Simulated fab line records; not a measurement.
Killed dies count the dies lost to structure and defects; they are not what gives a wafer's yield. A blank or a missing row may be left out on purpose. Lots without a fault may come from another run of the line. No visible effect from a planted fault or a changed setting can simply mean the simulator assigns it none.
fab line records    flow sky130
[record] lots = 7  wafers = 21  last_day = 50
route steps=708 shown SONOS_ONO@172 PAD_OPEN@708
lots with no fault: from the same line, run without faults
start_h: hours from the record's opening day to when the first of the lot's shown wafers began    wait_h: time in hours since the lot's previous step    " unchanged from the row above    L1.1+2: a row that stands for several wafers    - value missing, or start not given    * or withheld: withheld    < > ~ a bound
route shown NAME@n: NAME is a module with steps in the file, n the number in the route of the first one    usual: the fault-free wafers' mean and standard deviation    same: alike in all rows    chamber/n: place in a boat    sites: the reading at each site    _std_site: the values' standard deviation    _edge_site: inner sites' mean taken away from outer sites' mean    radius_mm: for every site, how far away it sits from the centre of the wafer    mask NAME#n: copy n    behind: tool/chamber where the wafer was last shaped    hold: why the lot went on hold/how many hours it stayed there/how the hold came to an end    device: names the non-switching transistor (n, p or np)    end of line: the route-end tests of the same wafers    where a step has no rows: the recipe by itself    killed: at the first sort, the dies lost to defects and structure; wafer yield is something else    map: the dies of a wafer, with x for killed, . for not killed, _ for no die there
set.NAME: setting as actually run; set.NAME@STEP: the setting as run at that earlier step    model.NAME: the simulator's own value behind a step, which no gauge read
lots at some steps of the route; a table a step, a row a wafer
services: the hour from which a tool's chamber was out of use, counted from the record's first day as start_h (under 0 if before that day), plus the number of hours and why
[[steps]]
[step SKY_SONOS_ONO_CVD_04]
[recipe] material = SiO2  precursor = SiH4/N2O  target_thk_nm = 5.7199  temp_c = 900  pressure_mtorr = 400
[step SKY_SONOS_ONO_THK_MEAS_05]
[recipe] reads = SiO2_of_SONOS_ONO_CVD_04
[usual] SONOS_ONO_CVD_04_THK = 5.69/0.11
lot.wafer  tool           chamber  start_h  wait_h  SONOS_ONO_CVD_04_THK[nm]
L320.1     film_metro-01  -        297.62   0.0     5.77
L320.4     "              -        "        "       5.82
L320.5     "              -        "        "       5.77
L326.1     film_metro-04  -        348.05   0.0     5.70
L326.2     "              -        "        "       5.60
L326.4     "              -        "        "       5.60
L327.2     film_metro-01  -        356.39   0.0     5.40
L327.4     "              -        "        "       5.41
L327.6     "              -        "        "       5.46
L328.1     film_metro-04  -        363.72   0.0     5.65
L328.5     "              -        "        "       5.60
L328.6     "              -        "        "       5.69
L334.2     film_metro-01  -        404.67   0.0     5.77
L334.4     "              -        "        "       5.79
L334.5     "              -        "        "       5.84
L335.1     film_metro-04  -        412.20   0.0     5.79
L335.2     "              -        "        "       5.80
L335.3     "              -        "        "       5.77
L336.2     film_metro-01  -        421.79   0.0     5.67
L336.5     "              -        "        "       5.64
L336.6     "              -        "        "       5.62
[step SKY_SONOS_ONO_DEHYDRATE_06]
[recipe] temp_c = 200  time_s = 60
[step SKY_SONOS_ONO_HMDS_07]
[recipe] prime_time_s = 60  prime_temp_c = 120
[step SKY_SONOS_ONO_COAT_08]
[recipe] resist = NOVOLAK  spin_rpm = 3000  resist_thk_nm = 1140
[step SKY_SONOS_ONO_SOFTBAKE_09]
[recipe] temp_c = 90  time_s = 60  resist = NOVOLAK
[step SKY_SONOS_ONO_EXPOSE_10]
[recipe] mask_id = ONOM  target_cd_nm = 410  na = 0.6  source_shape = conventional  sigma_outer = 0.6  dose_mj = 150
[step SKY_SONOS_ONO_PEB_11]
[recipe] temp_c = withheld  time_s = *  resist = NOVOLAK
[step SKY_SONOS_ONO_DEVELOP_12]
[recipe] develop_time_s = 60  dev_temp_c = 23
[step SKY_SONOS_ONO_CD_MEAS_13]
[recipe] target_cd_nm = 410
[usual] cd_nm = 410.5/2
lot.wafer  tool       chamber  start_h  wait_h  cd_nm
L320.1     cd_sem-01  -        323.65   0.1     413.0
L320.4     "          -        "        "       410.3
L320.5     "          -        "        "       412.5
L326.1     cd_sem-02  -        375.87   0.1     409.6
L326.2     "          -        "        "       409.3
L326.4     "          -        "        "       410.6
L327.2     cd_sem-02  -        383.64   0.1     411.7
L327.4     "          -        "        "       411.1
L327.6     "          -        "        "       410.1
L328.1     cd_sem-01  -        392.22   0.1     411.3
L328.5     "          -        "        "       410.8
L328.6     "          -        "        "       410.5
L334.2     cd_sem-02  -        435.54   0.1     410.5
L334.4     "          -        "        "       410.4
L334.5     "          -        "        "       411.1
L335.1     cd_sem-01  -        443.07   0.1     409.9
L335.2     "          -        "        "       410.8
L335.3     "          -        "        "       409.5
L336.2     cd_sem-02  -        452.97   0.1     412.0
L336.5     "          -        "        "       410.8
L336.6     "          -        "        "       411.6
[step SKY_SONOS_ONO_OVL_MEAS_14]
[usual] SONOS_ONO_OVL = -1.0/1.2
lot.wafer  tool        chamber  start_h  wait_h  SONOS_ONO_OVL[nm]
L320.1     overlay-02  -        323.77   0.1     -1.3
L320.4     "           -        "        "       -1.8
L320.5     "           -        "        "       -1.7
L326.1     overlay-01  -        375.99   0.1     -2.9
L326.2     "           -        "        "       -1.8
L326.4     "           -        "        "       -0.9
L327.2     overlay-01  -        383.75   0.1     -1.0
L327.4     "           -        "        "       -0.2
L327.6     "           -        "        "       -0.1
L328.1     overlay-02  -        392.34   0.1     -3.6
L328.5     "           -        "        "       -2.9
L328.6     "           -        "        "       -2.8
L334.2     overlay-01  -        435.65   0.1     -1.5
L334.4     "           -        "        "       -1.2
L334.5     "           -        "        "       -2.5
L335.1     overlay-02  -        443.19   0.1     -1.1
L335.2     "           -        "        "       -1.4
L335.3     "           -        "        "       -2.3
L336.2     overlay-01  -        453.08   0.1     0.2
L336.5     "           -        "        "       1.4
L336.6     "           -        "        "       0.9
[step SKY_SONOS_ONO_ETCH_15]
[recipe] target_depth_nm = 19.52  chemistry = CHF3/O2  source_w = 600  bias_w = 200  pressure_mtorr = 40  chf3_flow_sccm = 50  O2_flow_sccm = 5  time_s = 7.8
[usual] O2_flow_sccm = 5.002/0.015  bias_w = 200.0/0.62  drypump_motor_current_A = 5.4/0.39  oes_product_au = 1.000/0.0089  throttle_valve_pct = 8.825/0.0096
lot.wafer  tool         chamber  start_h  wait_h  O2_flow_sccm  bias_w  drypump_motor_current_A  oes_product_au  rf_hours_counter_h  throttle_valve_pct
L320.1     rie_diel-04  2        323.81   0.0     4.993         200.4   5.5                      0.989           36                  8.824
L320.4     "            3        "        "       4.970         202.0   4.7                      1.010           -                   8.815
L320.5     "            2        "        "       4.986         199.5   5.5                      0.995           -                   8.820
L326.1     rie_diel-04  0        376.03   0.0     4.983         199.9   5.2                      0.998           1                   8.815
L326.2     "            1        "        "       5.010         200.0   5.3                      0.998           2                   8.810
L326.4     "            2        "        "       5.013         199.3   5.4                      1.002           37                  8.829
L327.2     rie_diel-04  1        383.78   0.0     4.985         199.7   5.3                      1.007           2                   8.825
L327.4     "            3        "        "       4.976         198.6   4.7                      0.997           109                 8.823
L327.6     "            2        "        "       4.983         200.8   5.4                      1.004           -                   8.833
L328.1     rie_diel-02  1        392.38   0.0     5.005         199.5   6.3                      0.991           89                  8.823
L328.5     "            3        "        "       5.014         199.9   5.2                      1.002           -                   8.819
L328.6     "            0        "        "       5.000         199.7   5.1                      0.997           -                   8.830
L334.2     rie_diel-03  1        435.68   0.0     5.023         199.4   5.5                      1.004           51                  8.827
L334.4     "            2        "        "       5.002         200.6   5.4                      0.998           7                   8.826
L334.5     "            3        "        "       5.008         200.6   5.9                      1.000           -                   8.820
L335.1     rie_diel-02  1        443.23   0.0     5.011         200.0   6.3                      0.994           91                  8.830
L335.2     "            3        "        "       4.995         200.2   5.2                      1.005           53                  8.800
L335.3     "            0        "        "       4.996         200.5   5.1                      0.986           9                   8.826
L336.2     rie_diel-04  2        453.11   0.0     4.999         200.0   5.4                      0.994           39                  8.827
L336.5     "            1        "        "       5.011         199.8   5.3                      0.999           -                   8.835
L336.6     "            2        "        "       4.981         200.6   5.5                      0.995           -                   8.825
[step SKY_SONOS_ONO_WET_ETCH_16]
[recipe] chemistry = dHF  target_depth_nm = 14  dry = n2_spin  target = SiO2  dilution = 100:1  temp_c = 25  time_s = 280
[usual] bath_heat_duty_pct = 6.5/0.55  run_length_s = 308/3.7
lot.wafer  tool          chamber  start_h  wait_h  bath_heat_duty_pct  run_length_s  model.SiO2_of_FIELD_ISO_CVD_24.thk_nm  model.SiO2_of_NWELL_OXIDATION_01.thk_nm
L320.1     wet_bench-01  1        323.83   0.0     6.2                 313           382.9                                  0
L320.4     "             1        "        "       6.2                 313           383.3                                  0
L320.5     "             1        "        "       6.4                 313           385                                    0
L326.1     wet_bench-01  3        376.05   0.0     -                   -             397.5                                  5.43
L326.2     "             3        "        "       -                   -             397.9                                  5.33
L326.4     "             3        "        "       -                   -             397                                    5.486
L327.2     wet_bench-01  2        383.80   0.0     -                   -             398.5                                  5.55
L327.4     "             2        "        "       -                   -             398                                    5.477
L327.6     "             2        "        "       -                   -             398.1                                  5.635
L328.1     wet_bench-03  1        392.40   0.0     -                   -             399                                    5.264
L328.5     "             1        "        "       -                   -             399.7                                  5.312
L328.6     "             1        "        "       -                   -             398.3                                  5.269
L334.2     wet_bench-03  1        435.70   0.0     6.9                 314           381.6                                  0
L334.4     "             1        "        "       6.6                 314           384.4                                  0
L334.5     "             1        "        "       7.4                 314           384.2                                  0
L335.1     wet_bench-01  3        443.25   0.0     6.8                 307           384.7                                  0
L335.2     "             3        "        "       5.8                 307           384.2                                  0
L335.3     "             3        "        "       6.4                 307           383.5                                  0
L336.2     wet_bench-03  3        453.13   0.0     6.8                 307           383.7                                  0
L336.5     "             3        "        "       6.9                 307           383.7                                  0
L336.6     "             3        "        "       6.4                 307           383                                    0
[step SKY_SONOS_ONO_STRIP_17]
[recipe] chemistry = O2/N2  power_w = 1400  pressure_mtorr = 1500  platen_temp_c = withheld  o2_flow_sccm = 3000  n2_flow_sccm = 300  overash_fraction = 0.5
[usual] drypump_motor_current_A = 6.0/0.51  oes_product_au = 0.710/0.0043  strip_time_to_endpoint_s = 14.09/0.036
lot.wafer  tool             chamber  start_h  wait_h  drypump_motor_current_A  oes_product_au  rf_hours_counter_h  strip_time_to_endpoint_s
L320.1     plasma_asher-02  0        323.93   0.0     4.9                      0.710           51                  14.06
L320.4     "                0        "        "       4.9                      0.707           -                   14.05
L320.5     "                1        "        "       6.1                      0.712           -                   14.06
L326.1     plasma_asher-03  1        376.14   0.0     6.2                      0.709           66                  14.08
L326.2     "                0        "        "       5.9                      0.710           66                  14.08
L326.4     "                0        "        "       5.9                      0.708           -                   14.14
L327.2     plasma_asher-02  0        383.89   0.0     5.0                      0.708           57                  14.08
L327.4     "                0        "        "       5.0                      0.705           -                   14.10
L327.6     "                0        "        "       5.0                      0.704           -                   14.11
L328.1     plasma_asher-03  0        392.49   0.0     5.9                      0.709           67                  14.07
L328.5     "                0        "        "       5.9                      0.705           -                   14.09
L328.6     "                1        "        "       6.2                      0.717           -                   14.08
L334.2     plasma_asher-02  0        435.79   0.0     5.0                      0.715           61                  14.03
L334.4     "                1        "        "       6.1                      0.705           -                   14.10
L334.5     "                1        "        "       6.0                      0.709           -                   14.03
L335.1     plasma_asher-01  0        443.34   0.0     6.7                      0.711           35                  14.11
L335.2     "                1        "        "       5.8                      0.704           35                  14.11
L335.3     "                0        "        "       6.7                      0.708           -                   14.09
L336.2     plasma_asher-01  0        453.22   0.0     6.6                      0.711           35                  14.13
L336.5     "                0        "        "       6.6                      0.712           -                   14.15
L336.6     "                1        "        "       5.8                      0.713           -                   14.16
[step SKY_SONOS_ONO_WET_ETCH_18]
[recipe] chemistry = H3PO4  target_depth_nm = 15  target = Si3N4  temp_c = 160  time_s = 172
[usual] bath_guard_temp_C = 159.9/0.41  bath_heat_duty_pct = 27.6/1.8
lot.wafer  tool          chamber  start_h  wait_h  bath_guard_temp_C  bath_heat_duty_pct  model.SiO2_of_FIELD_ISO_CVD_24.thk_nm
L320.1     wet_bench-01  0        324.03   0.1     160.4              24.8                382.7
L320.4     "             0        "        "       160.1              24.8                383.1
L320.5     "             0        "        "       160.5              24.6                384.9
L326.1     wet_bench-03  2        376.24   0.1     159.2              30.7                397.4
L326.2     "             2        "        "       159.5              30.6                397.7
L326.4     "             2        "        "       159.5              30.2                396.8
L327.2     wet_bench-03  1        383.99   0.1     159.7              29.1                398.3
L327.4     "             1        "        "       159.9              31.0                397.8
L327.6     "             1        "        "       159.4              27.9                397.9
L328.1     wet_bench-04  2        392.59   0.1     160.4              29.3                398.8
L328.5     "             2        "        "       160.6              28.6                399.6
L328.6     "             2        "        "       160.1              31.4                398.1
L334.2     wet_bench-04  3        435.89   0.1     160.1              26.7                381.4
L334.4     "             3        "        "       160.0              27.2                384.3
L334.5     "             3        "        "       160.2              28.4                384
L335.1     wet_bench-03  3        443.44   0.1     159.6              29.6                384.5
L335.2     "             3        "        "       159.4              29.3                384
L335.3     "             3        "        "       159.9              27.4                383.3
L336.2     wet_bench-01  0        453.32   0.1     160.6              25.2                383.6
L336.5     "             0        "        "       160.4              25.0                383.5
L336.6     "             0        "        "       160.4              26.7                382.8
[step SKY_PAD_OPEN_PROBE_99]
[usual] killed_at_M0_to_M3 = 44/7.4  killed_at_M4_up = 3.0/1.8  killed_at_contacts = 24/5.1  killed_at_front_end = 15/4.3  killed_at_other = 0.3/0.54  killed_dies = 86/9.9  killed_on_rim = 17/3.9  killed_open = 47/7.1  killed_short = 38/6.7
[same] gross_dies = 492  killed_at_back_side = 0
lot.wafer  tool       chamber  start_h  wait_h  killed_at_M0_to_M3  killed_at_M4_up  killed_at_contacts  killed_at_front_end  killed_at_other  killed_dies  killed_on_rim  killed_open  killed_short
L320.1     prober-02  -        1113.49  0.1     41                  2                21                  22                   0                86           17             51           35
L320.4     prober-02  -        1113.64  0.2     39                  1                26                  21                   0                87           18             49           38
L320.5     prober-02  -        1113.69  0.2     45                  5                24                  18                   0                92           25             52           40
L326.1     prober-01  -        1149.48  0.1     34                  10               30                  418                  0                492          96             46           42
L326.2     prober-01  -        1149.53  0.1     47                  4                24                  417                  0                492          96             53           40
L326.4     prober-01  -        1149.63  0.2     47                  6                21                  418                  0                492          96             41           39
L327.2     prober-02  -        1155.78  0.1     34                  4                32                  422                  0                492          96             50           44
L327.4     prober-02  -        1155.88  0.2     38                  3                23                  428                  0                492          96             57           31
L327.6     prober-02  -        1155.98  0.2     53                  2                21                  416                  0                492          96             41           50
L328.1     prober-01  -        1161.07  0.1     39                  3                25                  425                  0                492          96             39           39
L328.5     prober-01  -        1161.27  0.2     52                  6                27                  407                  0                492          96             46           55
L328.6     prober-01  -        1161.32  0.2     45                  6                22                  419                  0                492          96             45           43
L336.2     prober-01  -        1195.49  0.1     38                  0                22                  19                   1                80           23             47           33
L336.5     prober-01  -        1195.64  0.2     46                  2                26                  14                   0                88           16             47           41
L336.6     prober-01  -        1195.69  0.2     40                  0                23                  10                   1                74           22             41           33
// killed by level:class
L320.1 VIA1:geometric_particle:open=11 FIELD_ISO:geometric_particle:open=10 CONTACT:geometric_particle:open=8 METAL2:geometric_particle:short=6 FIELD_ISO:geometric_particle:short=5 VIA2:geometric_particle:open=5 VIA3:geometric_particle:open=5 LI_CONTACT:geometric_particle:open=4
L320.4 VIA1:geometric_particle:open=12 LI_CONTACT:geometric_particle:open=10 CONTACT:geometric_particle:open=7 FIELD_ISO:geometric_particle:open=6 LOCAL_INTERCONNECT:geometric_particle:short=5 METAL1:geometric_particle:short=5 METAL2:geometric_particle:short=5 FIELD_ISO:geometric_particle:short=4
L320.5 VIA1:geometric_particle:open=10 VIA3:geometric_particle:open=9 LI_CONTACT:geometric_particle:open=8 CONTACT:geometric_particle:open=8 POLY_GATE:geometric_particle:short=6 METAL2:geometric_particle:short=6 LOCAL_INTERCONNECT:geometric_particle:short=6 POLY_GATE:geometric_particle:open=5
L326.1 SONOS_ONO:area_etch=404 VIA1:geometric_particle:open=11 CONTACT:geometric_particle:open=8 METAL4:geometric_particle:short=7 LI_CONTACT:geometric_particle:open=6 CONTACT:geometric_particle:short=6 VIA2:geometric_particle:open=6 FIELD_ISO:geometric_particle:short=4
L326.2 SONOS_ONO:area_etch=399 CONTACT:geometric_particle:open=12 VIA1:geometric_particle:open=10 METAL1:geometric_particle:short=9 VIA3:geometric_particle:open=7 METAL2:geometric_particle:short=6 POLY_GATE:geometric_particle:short=5 LI_CONTACT:geometric_particle:open=5
L326.4 SONOS_ONO:area_etch=412 VIA3:geometric_particle:open=10 METAL2:geometric_particle:short=9 CONTACT:geometric_particle:open=6 VIA1:geometric_particle:open=6 VIA2:geometric_particle:open=5 LI_CONTACT:geometric_particle:open=5 VIA1:geometric_particle:short=4
L327.2 SONOS_ONO:area_etch=398 VIA1:geometric_particle:open=12 CONTACT:geometric_particle:open=9 LI_CONTACT:geometric_particle:open=9 FIELD_ISO:geometric_particle:short=8 POLY_GATE:geometric_particle:open=6 CONTACT:geometric_particle:short=6 LOCAL_INTERCONNECT:geometric_particle:short=5
L327.4 SONOS_ONO:area_etch=404 VIA1:geometric_particle:open=13 FIELD_ISO:geometric_particle:open=8 LI_CONTACT:geometric_particle:open=8 CONTACT:geometric_particle:open=8 VIA2:geometric_particle:open=6 FIELD_ISO:geometric_particle:short=4 POLY_GATE:geometric_particle:open=4
L327.6 SONOS_ONO:area_etch=401 VIA1:geometric_particle:open=12 VIA1:geometric_particle:short=8 CONTACT:geometric_particle:open=7 METAL1:geometric_particle:short=7 FIELD_ISO:geometric_particle:open=5 METAL3:geometric_particle:short=5 METAL2:geometric_particle:short=5
L328.1 SONOS_ONO:area_etch=414 VIA1:geometric_particle:open=11 CONTACT:geometric_particle:open=9 LI_CONTACT:geometric_particle:open=8 FIELD_ISO:geometric_particle:short=7 VIA3:geometric_particle:short=7 VIA1:geometric_particle:short=5 CONTACT:geometric_particle:short=4
L328.5 SONOS_ONO:area_etch=391 VIA1:geometric_particle:open=11 LOCAL_INTERCONNECT:geometric_particle:short=9 CONTACT:geometric_particle:open=8 VIA1:geometric_particle:short=8 METAL2:geometric_particle:short=8 VIA2:geometric_particle:open=8 FIELD_ISO:geometric_particle:short=6
L328.6 SONOS_ONO:area_etch=404 VIA1:geometric_particle:open=16 POLY_GATE:geometric_particle:short=7 METAL2:geometric_particle:short=6 VIA1:geometric_particle:short=6 VIA2:geometric_particle:open=5 CONTACT:geometric_particle:open=5 CONTACT:geometric_particle:short=5
L336.2 LI_CONTACT:geometric_particle:open=10 VIA1:geometric_particle:open=9 FIELD_ISO:geometric_particle:open=6 METAL1:geometric_particle:short=6 CONTACT:geometric_particle:open=6 VIA1:geometric_particle:short=6 FIELD_ISO:geometric_particle:short=5 METAL2:geometric_particle:short=5
L336.5 VIA3:geometric_particle:open=13 LOCAL_INTERCONNECT:geometric_particle:short=7 VIA1:geometric_particle:short=7 VIA1:geometric_particle:open=7 CONTACT:geometric_particle:open=6 METAL2:geometric_particle:short=5 FIELD_ISO:geometric_particle:open=4 FIELD_ISO:geometric_particle:short=4
L336.6 VIA1:geometric_particle:open=10 LI_CONTACT:geometric_particle:open=8 CONTACT:geometric_particle:open=7 VIA3:geometric_particle:open=6 VIA1:geometric_particle:short=5 VIA3:geometric_particle:short=5 VIA2:geometric_particle:open=4 METAL1:geometric_particle:short=4
// map L326.1 (x killed, . not)
__________xxxxxxxxxx_________
________xxxxxxxxxxxxxx_______
______xxxxxxxxxxxxxxxxxx_____
_____xxxxxxxxxxxxxxxxxxxx____
____xxxxxxxxxxxxxxxxxxxxxx___
___xxxxxxxxxxxxxxxxxxxxxxxx__
__xxxxxxxxxxxxxxxxxxxxxxxxxx_
_xxxxxxxxxxxxxxxxxxxxxxxxxxxx
_xxxxxxxxxxxxxxxxxxxxxxxxxxxx
_xxxxxxxxxxxxxxxxxxxxxxxxxxxx
_xxxxxxxxxxxxxxxxxxxxxxxxxxxx
_xxxxxxxxxxxxxxxxxxxxxxxxxxxx
_xxxxxxxxxxxxxxxxxxxxxxxxxxxx
_xxxxxxxxxxxxxxxxxxxxxxxxxxxx
_xxxxxxxxxxxxxxxxxxxxxxxxxxxx
__xxxxxxxxxxxxxxxxxxxxxxxxxx_
___xxxxxxxxxxxxxxxxxxxxxxxx__
____xxxxxxxxxxxxxxxxxxxxxx___
_____xxxxxxxxxxxxxxxxxxxx____
______xxxxxxxxxxxxxxxxxx_____
________xxxxxxxxxxxxxx_______
__________xxxxxxxxxx_________
// map L327.2 (x killed, . not)
__________xxxxxxxxxx_________
________xxxxxxxxxxxxxx_______
______xxxxxxxxxxxxxxxxxx_____
_____xxxxxxxxxxxxxxxxxxxx____
____xxxxxxxxxxxxxxxxxxxxxx___
___xxxxxxxxxxxxxxxxxxxxxxxx__
__xxxxxxxxxxxxxxxxxxxxxxxxxx_
_xxxxxxxxxxxxxxxxxxxxxxxxxxxx
_xxxxxxxxxxxxxxxxxxxxxxxxxxxx
_xxxxxxxxxxxxxxxxxxxxxxxxxxxx
_xxxxxxxxxxxxxxxxxxxxxxxxxxxx
_xxxxxxxxxxxxxxxxxxxxxxxxxxxx
_xxxxxxxxxxxxxxxxxxxxxxxxxxxx
_xxxxxxxxxxxxxxxxxxxxxxxxxxxx
_xxxxxxxxxxxxxxxxxxxxxxxxxxxx
__xxxxxxxxxxxxxxxxxxxxxxxxxx_
___xxxxxxxxxxxxxxxxxxxxxxxx__
____xxxxxxxxxxxxxxxxxxxxxx___
_____xxxxxxxxxxxxxxxxxxxx____
______xxxxxxxxxxxxxxxxxx_____
________xxxxxxxxxxxxxx_______
__________xxxxxxxxxx_________
[[services]]
tool             chamber  start_h  hours  kind
plasma_asher-03  -        306.54   2.8    pm
rie_diel-04      0        322.23   -      clean
rie_diel-04      0        322.23   19.7   scheduled_down
rie_diel-04      0        322.23   19.7   vent_cycle
rie_diel-02      0        334.26   8.1    repair
rie_diel-04      1        334.97   4.6    repair
rie_diel-02      2        345.49   1.3    repair
rie_diel-04      2        360.39   7.6    repair
plasma_asher-03  -        381.66   4.0    pm
rie_diel-04      -        382.19   0.2    repair
rie_diel-04      3        387.08   -      clean
rie_diel-04      3        387.08   16.6   scheduled_down
rie_diel-04      3        387.08   16.6   vent_cycle
rie_diel-03      1        397.16   7.1    repair
plasma_asher-02  -        403.98   2.8    pm
plasma_asher-02  -        415.85   15.6   pm
plasma_asher-03  -        420.25   15.6   pm
rie_diel-04      3        420.27   34.9   repair
rie_diel-03      1        420.92   3.5    repair
rie_diel-02      0        425.87   2.5    repair
plasma_asher-03  -        435.85   9.0    pm
plasma_asher-03  0        435.85   9.0    vent_cycle
plasma_asher-03  1        435.85   9.0    vent_cycle
rie_diel-04      0        438.74   4.3    repair
[[key]]
[first_sign] step = SKY_SONOS_ONO_WET_ETCH_16  reading = tool_record  direction = missing
[effect] step = SKY_PAD_OPEN_PROBE_99  reading = killed_at_front_end  direction = up  sigmas = 93  usual = 15  struck = 419
[model_effect] step = SKY_SONOS_ONO_WET_ETCH_16  value = SiO2_of_FIELD_ISO_CVD_24.thk_nm  without = 382.5  struck = 398.2
[model_effect] step = SKY_SONOS_ONO_WET_ETCH_18  value = SiO2_of_FIELD_ISO_CVD_24.thk_nm  without = 382.4  struck = 398.1
[more_kills_born_at] SKY_SONOS_ONO_WET_ETCH_16@wet_bench-01 = 2418  SKY_SONOS_ONO_WET_ETCH_16@wet_bench-03 = 1209
met_at SKY_SONOS_ONO_WET_ETCH_16
struck_wafers L326.1,L326.2,L326.4,L327.2,L327.4,L327.6,L328.1,L328.5,L328.6
later_rows_left_out L326.1,L326.2,L326.4,L327.2,L327.4,L327.6,L328.1,L328.5,L328.6
tester_left_out L326,L327,L328
onset_between 323.83 376.05
[fault] kind = skipped_step_whole  tool = wet_bench-01,wet_bench-03  chamber = -  onset_h = 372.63  steps = SKY_SONOS_ONO_WET_ETCH_16  scope = struck_lots_only
// tester_left_out: of these lots the tester's yield and bins aren't shown, on N5 and GAA mostly nor the transistor test; their killed dies are dies lost to structure and defects alone, not to doping, threshold or leakage, so they don't give the yield
// later_rows_left_out: the simulator's readings of these wafers behind a module that went badly wrong aren't trusted and aren't shown, but for the sort
